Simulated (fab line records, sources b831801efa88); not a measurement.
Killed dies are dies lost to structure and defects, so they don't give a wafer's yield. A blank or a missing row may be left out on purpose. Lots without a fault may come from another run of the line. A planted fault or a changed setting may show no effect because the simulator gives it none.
Chamber matching | flow sfq_line | SFQ_TRILAYER_I3_CMP_CMP_082 on cmp-01: 4 sister chambers
The step polishes SiO2. 14 wafers are shown with their chamber, then 7 later ones without.

WAFERS WITH THEIR CHAMBER
wafer  | chamber | motor_current_A (A) | time_to_endpoint_s (s) | head_pressure_psi (psi)
L154.2 | 3       | 11.0                | 195                    | 3.007
L154.1 | 2       | 10.5                | 208                    | 3.001
L154.6 | 0       | 9.0                 | 220                    | 3.007
L158.3 | 3       | 10.8                | 208                    | 3.010
L158.4 | 2       | 10.8                | 202                    | 2.993
L158.6 | 3       | 10.8                | 203                    | 3.001
L167.1 | 2       | 11.2                | 210                    | 2.997
L167.2 | 1       | 10.9                | 213                    | 3.009
L167.4 | 0       | 9.5                 | 211                    | 3.004
L171.4 | 0       | 8.8                 | 211                    | 2.994
L171.1 | 3       | 10.9                | 202                    | 3.009
L171.5 | 1       | 11.0                | 223                    | 3.004
L172.4 | 1       | 10.4                | 218                    | 3.001
L172.2 | 0       | 9.3                 | 216                    | 3.008

SIGNATURES (means of the wafers above)
reading            | chamber 0 | chamber 1 | chamber 2 | chamber 3 | scatter within a chamber
motor_current_A    | 9.150     | 10.767    | 10.833    | 10.875    | 0.278
time_to_endpoint_s | 214.50    | 218.00    | 206.67    | 202.00    | 4.77
head_pressure_psi  | 3.00325   | 3.00467   | 2.99700   | 3.00675   | 0.00486
Rule: a wafer's distance from a chamber is the root of the sum, over the readings, of the square of ((its reading less the chamber's mean) divided by the reading's scatter). The wafer belongs to the nearest chamber; if the next one is less than 2 further off, it can't be placed. The scatter: the root of (the sum of the squares of (reading less its chamber's mean) over the shown wafers, divided by (wafers less chambers)).

WAFERS WITHOUT THEIR CHAMBER
wafer  | motor_current_A (A) | time_to_endpoint_s (s) | head_pressure_psi (psi)
L172.6 | 10.6                | 209                    | 2.995
L173.1 | 9.2                 | 213                    | 2.997
L173.2 | 10.7                | 200                    | 2.996
L173.5 | 9.0                 | 222                    | 2.993
L177.2 | 10.2                | 216                    | 3.000
L177.4 | 11.1                | 213                    | 3.001
L177.5 | 10.5                | 217                    | 3.001

WHICH CHAMBER EACH WENT THROUGH
wafer  | from the rows above               | in truth
L172.6 | can't be placed: 2 or 1 or 3      | 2
L173.1 | 0                                 | 0
L173.2 | can't be placed: 2 or 3           | 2
L173.5 | 0                                 | 0
L177.2 | can't be placed: 1 or 2 or 0 or 3 | 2
L177.4 | can't be placed: 1 or 2 or 3      | 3
L177.5 | can't be placed: 1 or 2           | 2
Placed correctly: 2 of 7. Can't be placed from these rows: 5 (the true chamber is among the candidates in 5). Placed wrongly: 0.
